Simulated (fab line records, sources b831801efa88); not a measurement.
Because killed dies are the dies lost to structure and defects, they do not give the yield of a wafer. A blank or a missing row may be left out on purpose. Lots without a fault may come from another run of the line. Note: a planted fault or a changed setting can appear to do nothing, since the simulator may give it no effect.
A lot that was struck, set against a sound lot :: flow gf180mcu :: 15 steps out of a route of 602
Sound: wafers L320.3, L320.5, L320.6. Wafers struck: L324.1, L324.5, L324.6. Last of all comes the cause.
For every step that has rows: the tool of each side, followed by ch and its chambers, followed by its first start. Under that, the readings that differ: sound wafers :: struck wafers :: difference of the means :: sigmas: that difference in standard deviations of wafers without a fault.
alike: words and numbers the same on both sides, and readings whose means are apart by under 2 such deviations; not compared: readings that were withheld, readings missing a value for some wafer, numbers with overlapping values and no deviation given by the record, and bounds like >300 which may hide the same value.
A row with sigmas, a row that says differs or no value, or rows on one side alone: a step with any of these is where the two part. When numbers do not overlap yet have no deviation, they are printed without sigmas and do not part them. A reading that every wafer of one side lacks parts them only if that side has two wafers or more.

GF_STI_STRIP_15: strips in O2/N2.
  sound on plasmaAsher-01 ch 0,1, day 2 17:01; struck on plasmaAsher-04 ch 0,1, day 3 14:39
  alike: drypumpMotorCurrentA, heaterPowerW, o2FlowSccm, oesProductAu, stripTimeToEndpointS
  not compared: rfHoursCounterH
then, 6 steps without rows for these wafers: GF_STI_CLEAN_16 (cleans in dHF, time 25 s); GF_STI_WET_ETCH_17 (etches Si3N4 in H3PO4, target depth 45 nm, time 514 s); GF_STI_CLEAN_18 (cleans in SC1/SC2, time 150 s); GF_STI_CLEAN_19 (cleans in dHF, time 20 s); GF_STI_WET_ETCH_20 (etches SiO2 in dHF, target depth 20 nm, time 400 s); GF_STI_OXIDATION_21 (stabilise 600 s, purge 300 s, target thk 15 nm).
GF_STI_THK_MEAS_22:
  sound on filmMetro-02, day 2 18:40; struck on filmMetro-02, day 3 17:38
  alike: STI_OXIDATION_01_THK
then, 1 step without rows for these wafers: GF_STI_CVD_23 (deposits SiO2, target thk 650 nm, time 108.3 s).
GF_STI_THK_MEAS_24:
  sound on filmMetro-04, day 2 18:48; struck on filmMetro-04, day 3 17:46
  alike: STI_CVD_23_THK
GF_STI_CMP_25: polishes, stops on Si3N4, t overpolish 33 s, target thk 524.6 nm.
  sound on cmp-01 ch 0,1,2, day 2 18:59; struck on cmp-01 ch 1,2, day 3 17:52
  alike: motorCurrentA, overpolishRunS, retainingRingPressureFrac, slurryFlowMlMin, timeToEndpointS
then, 1 step without rows for these wafers: GF_STI_WET_ETCH_26 (etches SiO2 in dHF, target depth 94 nm, time 188 s).
GF_STI_WET_ETCH_27: etches Si3N4 in H3PO4, target depth 160 nm, time 1825 s.
  sound on wetBench-01 ch 2, day 2 19:12; struck on wetBench-02 ch 1, day 3 18:11
  no value came back on the struck wafers for bathGuardTempC (C), bathHeatDutyPct (%); on the sound wafers bathGuardTempC (C) reads 160.3 160.1 160.1
reading: model.Si3N4_of_STI_CVD_03.thkNm (nm)
sound: 0 0 0
struck: 151.9 152.1 152.3
difference: +152.1
sigmas: 
then, 1 step without rows for these wafers: GF_STI_WET_ETCH_28 (etches SiO2 in dHF, target depth 20 nm, time 40 s).
-- the record jumps here: 27 days lie between the struck wafers' starts before and after (it left off in module STI and takes up again in module PASSIVATION, whose first step shown is number 602 of the route) --
GF_PASSIVATION_PROBE_99:
  only the struck wafers here have rows in the record (prober-02, day 31 04:34); the sound ones have none

== WHERE THEY PART ==
At GF_STI_WET_ETCH_27 first; at GF_PASSIVATION_PROBE_99 last (within this record only).

WHY: whatever the simulator had introduced
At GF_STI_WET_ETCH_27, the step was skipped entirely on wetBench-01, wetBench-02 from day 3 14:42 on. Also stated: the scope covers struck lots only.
